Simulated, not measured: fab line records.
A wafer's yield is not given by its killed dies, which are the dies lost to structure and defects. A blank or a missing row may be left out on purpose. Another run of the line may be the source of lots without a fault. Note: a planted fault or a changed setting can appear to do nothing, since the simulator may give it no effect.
Split-lot study | flow sfqLine | 23 wafers read from 5 lots, route of 325 steps

ON THE SPLIT
At SFQ_TRILAYER_M7_LITHO_COAT_177 (resist thk 600 nm), the setting spinRpm was moved away from the recipe's 3000 rpm on 8 of the 23 wafers read, by -4.6% to +6.6%. This setting was run at the recipe's value on the other wafers.

The split's own step is where the reading is taken.

THE READING
KrF_of_TRILAYER_M7_LITHO_COAT_177.thkNm (the simulator's own value, which no gauge read), in nm, at SFQ_TRILAYER_M7_LITHO_COAT_177 (resist thk 600 nm). The file gives no usual value for it. Here, 15 wafers ran the recipe; their average is 600.0 nm with a standard deviation of 1.3 nm.

wafer  | tool, chamber at the split | spinRpm as run, rpm | against the recipe | KrF_of_TRILAYER_M7_LITHO_COAT_177.thkNm, nm | against lot-mates on the recipe
L074.1 | lithoTrack-02, 0           | 3000                | recipe             | 597.9                                       | -
L074.2 | lithoTrack-02, 0           | 3153                | +5.1%              | 584.7                                       | -12.9
L074.3 | lithoTrack-02, 0           | 3000                | recipe             | 598.2                                       | -
L074.4 | lithoTrack-02, 0           | 3000                | recipe             | 596.8                                       | -
L074.5 | lithoTrack-02, 0           | 3153                | +5.1%              | 586.1                                       | -11.5
L077.1 | lithoTrack-03, 0           | 3000                | recipe             | 601.4                                       | -
L077.4 | lithoTrack-03, 0           | 3000                | recipe             | 600.6                                       | -
L077.5 | lithoTrack-03, 0           | 3000                | recipe             | 599.1                                       | -
L082.1 | lithoTrack-03, 0           | 3000                | recipe             | 599.9                                       | -
L082.2 | lithoTrack-03, 0           | 3000                | recipe             | 601.1                                       | -
L082.3 | lithoTrack-03, 0           | 2861                | -4.6%              | 613.4                                       | +12.6
L082.4 | lithoTrack-03, 0           | 3000                | recipe             | 601.4                                       | -
L082.5 | lithoTrack-03, 0           | 2861                | -4.6%              | 614.2                                       | +13.4
L084.1 | lithoTrack-01, 0           | 2888                | -3.7%              | 611.4                                       | +10.8
L084.5 | lithoTrack-01, 0           | 2888                | -3.7%              | 611.4                                       | +10.8
L084.3 | lithoTrack-01, 0           | 3000                | recipe             | 599.8                                       | -
L084.4 | lithoTrack-01, 0           | 3000                | recipe             | 601                                         | -
L084.6 | lithoTrack-01, 0           | 3000                | recipe             | 601                                         | -
L085.1 | lithoTrack-03, 0           | 3198                | +6.6%              | 582.2                                       | -18.2
L085.2 | lithoTrack-03, 0           | 3000                | recipe             | 600.7                                       | -
L085.6 | lithoTrack-03, 0           | 3000                | recipe             | 600.7                                       | -
L085.3 | lithoTrack-03, 0           | 3198                | +6.6%              | 582.1                                       | -18.3
L085.4 | lithoTrack-03, 0           | 3000                | recipe             | 599.9                                       | -

THE FIT
A straight line over all 23 wafers: KrF_of_TRILAYER_M7_LITHO_COAT_177.thkNm changes by -2.85 nm for each +1% of spinRpm; r = -0.99; the points scatter about the line by 1.2 nm.
The same after taking each lot's own level away (the mean of its wafers on the recipe; 23 wafers): -2.71 nm for each +1%; r = -1.00; scatter 0.8 nm.
On that fit, the largest move of spinRpm shifts the reading by 18 nm.
From 597.63 to 600.80 nm: that is the span of the lots' own levels, equal to 2.4 times the standard deviation above.
Hence the lot-to-lot level has little effect on the slope; both slopes agree.
Check: for one of the wafers moved furthest among these (+6.6%), held out of the fit, the line's prediction against its lot-mates is -17.5 nm. Against them it came out at -18.2 nm.

OTHER SPLITS ON THESE WAFERS
Before the reading, these wafers also passed through other splits. Each is held against what the fit with the lots' levels taken away leaves over:
other split on the same wafers                   | wafers away from the commonest value | r with KrF_of_TRILAYER_M7_LITHO_COAT_177.thkNm (lot level and that fit taken away)
SFQ_TRILAYER_C5_LITHO_PEB_154 pebTempC           | 7                                    | +0.07
SFQ_TRILAYER_M6_LITHO_COAT_164 resistThkNm       | 11                                   | -0.24
SFQ_TRILAYER_I6_DEP_PECVD_165 timeS              | 8                                    | -0.41
SFQ_TRILAYER_I6_VIA_BARC_OPEN_VIA_ETCH_235 timeS | 5                                    | -0.04

THE FILE'S OWN FIT
KrF_of_TRILAYER_M7_LITHO_COAT_177.thkNm changes by -2.7 nm for each +1% of spinRpm, r = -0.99.
